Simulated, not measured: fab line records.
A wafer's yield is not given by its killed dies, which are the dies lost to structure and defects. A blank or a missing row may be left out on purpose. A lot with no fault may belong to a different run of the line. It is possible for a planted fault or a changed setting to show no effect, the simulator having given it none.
Which tool did it? | flow gf180mcu | 14 lots with 42 wafers sampled at 5 steps, on a route of 602 steps

== WHAT THE GAUGES SHOWED, per wafer ==
GF_POLY_GATE_CD_MEAS_18. Usual: cd-nm at 279.8 nm, with a standard deviation of 1.6.
lot  | measured     | on        | cd-nm (nm)        | flag
L536 | day 9 09:59  | cd-sem-01 | 280.6 280.9 279.8 |
L538 | day 9 23:14  | cd-sem-01 | 278.1 278.7 277.9 |
L539 | day 10 11:51 | cd-sem-02 | 280.0 279.5 279.0 |
L540 | day 10 15:13 | cd-sem-01 | 278.8 279.1 278.5 |
L541 | day 10 20:47 | cd-sem-01 | 277.9 280.9 282.0 |
L542 | day 11 04:06 | cd-sem-02 | 281.6 278.6 281.8 |
L544 | day 11 13:07 | cd-sem-02 | 278.2 277.1 279.4 |
L549 | day 13 06:05 | cd-sem-01 | 278.7 277.9 277.9 |
L550 | day 13 12:34 | cd-sem-01 | 282.1 279.4 278.4 |
L554 | day 14 13:52 | cd-sem-01 | 279.5 280.0 279.0 |
L555 | day 15 02:59 | cd-sem-02 | 282.1 280.8 280.9 |
L556 | day 15 06:59 | cd-sem-02 | 279.8 280.6 279.0 |
L558 | day 15 18:10 | cd-sem-01 | 280.4 283.0 282.5 |
L559 | day 16 02:55 | cd-sem-01 | 279.1 280.0 278.5 |

GF_HV_LDD_CD_MEAS_07: target cd 400 nm. Usual: cd-nm at 400.7 nm, with a standard deviation of 2.
lot  | measured     | on        | cd-nm (nm)        | flag
L536 | day 10 03:25 | cd-sem-02 | 401.8 402.1 402.8 |
L538 | day 10 16:32 | cd-sem-01 | 403.2 400.0 399.5 |
L539 | day 11 05:59 | cd-sem-02 | 399.9 399.7 400.3 |
L540 | day 11 09:15 | cd-sem-02 | 404.0 403.2 404.1 |
L541 | day 11 15:25 | cd-sem-02 | 400.4 400.2 401.0 |
L542 | day 11 22:55 | cd-sem-02 | 398.6 401.2 400.3 |
L544 | day 12 08:04 | cd-sem-02 | 398.7 397.6 399.3 |
L549 | day 14 02:34 | cd-sem-01 | 402.8 403.2 402.4 |
L550 | day 14 08:34 | cd-sem-01 | 400.5 399.4 400.5 |
L554 | day 15 11:25 | cd-sem-02 | 398.4 399.3 401.3 |
L555 | day 16 00:44 | cd-sem-01 | 401.7 400.5 401.4 |
L556 | day 16 04:15 | cd-sem-02 | 401.3 400.7 400.4 |
L558 | day 16 16:17 | cd-sem-01 | 399.4 401.6 400.3 |
L559 | day 17 01:13 | cd-sem-01 | 402.8 401.1 403.5 |

GF_HV_LDD_RS_MEAS_53: measurement is done with a four-point probe. Usual: for HV_LDD_RS the level is 418.6 ohm/sq and the standard deviation is 1.1.
lot  | measured     | on            | HV_LDD_RS (ohm/sq) | flag
L536 | day 12 11:50 | film-metro-01 | 418.1 418.7 418.2  |
L538 | day 13 02:49 | film-metro-01 | 418.5 417.7 418.5  |
L539 | day 13 17:38 | film-metro-02 | 416.0 416.9 416.6  |
L540 | day 13 21:32 | film-metro-04 | 416.3 418.0 416.6  |
L541 | day 14 05:27 | film-metro-02 | 417.4 419.0 418.2  |
L542 | day 14 12:27 | film-metro-01 | 421.1 419.9 420.6  |
L544 | day 14 22:42 | film-metro-02 | 418.7 418.2 418.1  |
L549 | day 16 20:17 | film-metro-01 | - - -              | OFF
L550 | day 17 03:05 | film-metro-01 | - - -              | OFF
L554 | day 18 08:49 | film-metro-02 | 418.3 418.6 417.3  |
L555 | day 18 23:20 | film-metro-02 | 418.3 418.8 418.4  |
L556 | day 19 04:01 | film-metro-02 | 418.7 417.9 418.0  |
L558 | day 19 15:58 | film-metro-02 | 417.7 418.1 418.0  |
L559 | day 20 00:55 | film-metro-01 | 417.8 417.3 419.3  |

== TOOL THAT RAN EACH LOT (tool first, then ch and the chambers of the sampled wafers, then the start) ==
lot  | GF_POLY_GATE_ETCH_12               | GF_HV_LDD_RTA_52
L536 | rie-diel-04 ch 0,3, day 9 06:56    | rtp-anneal-01 ch 0, day 12 11:46
L538 | rie-diel-02 ch 1,2,3, day 9 20:05  | rtp-anneal-01 ch 0, day 13 02:46
L539 | rie-diel-02 ch 0,2,3, day 10 04:57 | rtp-anneal-02 ch 0, day 13 17:34
L540 | rie-diel-04 ch 0,1,2, day 10 10:48 | rtp-anneal-01 ch 0, day 13 21:28
L541 | rie-diel-03 ch 0,2,3, day 10 19:11 | rtp-anneal-02 ch 0, day 14 05:22
L542 | rie-diel-03 ch 0,3, day 11 02:26   | rtp-anneal-02 ch 0, day 14 12:22
L544 | rie-diel-03 ch 0,2, day 11 11:15   | rtp-anneal-01 ch 0, day 14 22:37
L549 | rie-diel-04 ch 1,2,3, day 13 03:45 | rtp-anneal-01, day 16 20:12
L550 | rie-diel-02 ch 0,1, day 13 09:15   | rtp-anneal-01, day 17 03:01
L554 | rie-diel-03 ch 0,3, day 14 12:17   | rtp-anneal-02 ch 0, day 18 08:41
L555 | rie-diel-03 ch 0,1,3, day 15 00:26 | rtp-anneal-01 ch 0, day 18 23:16
L556 | rie-diel-03 ch 0,1,2, day 15 04:59 | rtp-anneal-01 ch 0, day 19 03:57
L558 | rie-diel-03 ch 0,1,3, day 15 16:35 | rtp-anneal-01 ch 0, day 19 15:54
L559 | rie-diel-04 ch 1,2, day 16 01:14   | rtp-anneal-01 ch 0, day 20 00:50
- GF_POLY_GATE_ETCH_12: etches BARC in N2/H2.
- GF_HV_LDD_RTA_52: time 10 s.

== WHAT THE TOOLS THEMSELVES READ (means of the sampled wafers that have a number; where no wafer has one, the mark that the record gives instead) ==
GF_POLY_GATE_ETCH_12. Usual: drypump-motor-current-A 5.8 A, standard deviation 0.31; oes-product-au 0.736 a.u., standard deviation 0.0048; throttle-valve-pct 13.213 %, standard deviation 0.0093.
lot  | tool        | drypump-motor-current-A (A) | oes-product-au (a.u.) | throttle-valve-pct (%) | flag
L536 | rie-diel-04 | 6.0                         | 0.740                 | 13.215                 |
L538 | rie-diel-02 | 5.5                         | 0.738                 | 13.206                 |
L539 | rie-diel-02 | 5.6                         | 0.736                 | 13.217                 |
L540 | rie-diel-04 | 5.9                         | 0.737                 | 13.214                 |
L541 | rie-diel-03 | 5.5                         | 0.736                 | 13.212                 |
L542 | rie-diel-03 | 5.4                         | 0.737                 | 13.212                 |
L544 | rie-diel-03 | 5.6                         | 0.733                 | 13.211                 |
L549 | rie-diel-04 | 5.8                         | 0.735                 | 13.213                 |
L550 | rie-diel-02 | 5.7                         | 0.741                 | 13.215                 |
L554 | rie-diel-03 | 5.4                         | 0.741                 | 13.211                 |
L555 | rie-diel-03 | 5.7                         | 0.739                 | 13.217                 |
L556 | rie-diel-03 | 5.8                         | 0.732                 | 13.213                 |
L558 | rie-diel-03 | 5.7                         | 0.736                 | 13.209                 |
L559 | rie-diel-04 | 5.7                         | 0.736                 | 13.217                 |

GF_HV_LDD_RTA_52. Usual: anneal-temp-c-max 1006.0, standard deviation 1.1; chamber-o2-ppm 1.998, standard deviation 0.024; lamp-power-pct 29.02 %, standard deviation 0.24; wafer_temp_C_max 1002.7, standard deviation 0.8.
lot  | tool          | anneal-temp-c-max | chamber-o2-ppm | lamp-power-pct (%) | wafer_temp_C_max | flag
L536 | rtp-anneal-01 | 1005.5            | 1.993          | 28.88              | 1002.3           |
L538 | rtp-anneal-01 | 1006.2            | 1.942          | 28.84              | 1002.9           |
L539 | rtp-anneal-02 | 1005.1            | 2.014          | 29.37              | 1003.1           |
L540 | rtp-anneal-01 | 1007.3            | 1.995          | 28.86              | 1001.8           |
L541 | rtp-anneal-02 | 1005.4            | 1.995          | 29.37              | 1002.5           |
L542 | rtp-anneal-02 | 1004.9            | 1.995          | 29.35              | 1003.2           |
L544 | rtp-anneal-01 | 1006.1            | 2.014          | 28.86              | 1002.5           |
L549 | rtp-anneal-01 | -                 | -              | -                  | -                | OFF
L550 | rtp-anneal-01 | -                 | -              | -                  | -                | OFF
L554 | rtp-anneal-02 | 1005.7            | 2.000          | 29.39              | 1004.0           |
L555 | rtp-anneal-01 | 1005.2            | 2.017          | 28.83              | 1001.9           |
L556 | rtp-anneal-01 | 1007.2            | 1.974          | 28.84              | 1002.0           |
L558 | rtp-anneal-01 | 1007.3            | 2.033          | 28.85              | 1002.3           |
L559 | rtp-anneal-01 | 1007.0            | 2.003          | 28.86              | 1002.5           |

== THE ANSWER, worked out from the rows above alone ==
Rule: a lot is off if the mean of its wafers that have a number lies more than 3 standard deviations from the usual mean. Also off: a lot with no number at a reading for which 4 or more lots have one. Where the step has rows for the other lots, those lots are counted as sound. Order of review: gauges by route order, followed by the tools' own readings, for which a lot's mean as printed above is used. The first step at which some lot is off is used, and at that step the reading that is off furthest; a lot without a number counts as furthest.
Off: L549, L550, seen at GF_HV_LDD_RS_MEAS_53 (HV_LDD_RS). Without a number there: L549, L550.
A tool fits if, at a process step before that reading, it ran every lot that is off, and no sound lot after the first of them. Not tried: the gauges at GF_HV_LDD_RS_MEAS_53; whatever is off there is also off at GF_HV_LDD_RTA_52, on other tools, and gauge error can't account for it. None of those tried fits.

== WHAT THE SIMULATOR HAD INSERTED ==
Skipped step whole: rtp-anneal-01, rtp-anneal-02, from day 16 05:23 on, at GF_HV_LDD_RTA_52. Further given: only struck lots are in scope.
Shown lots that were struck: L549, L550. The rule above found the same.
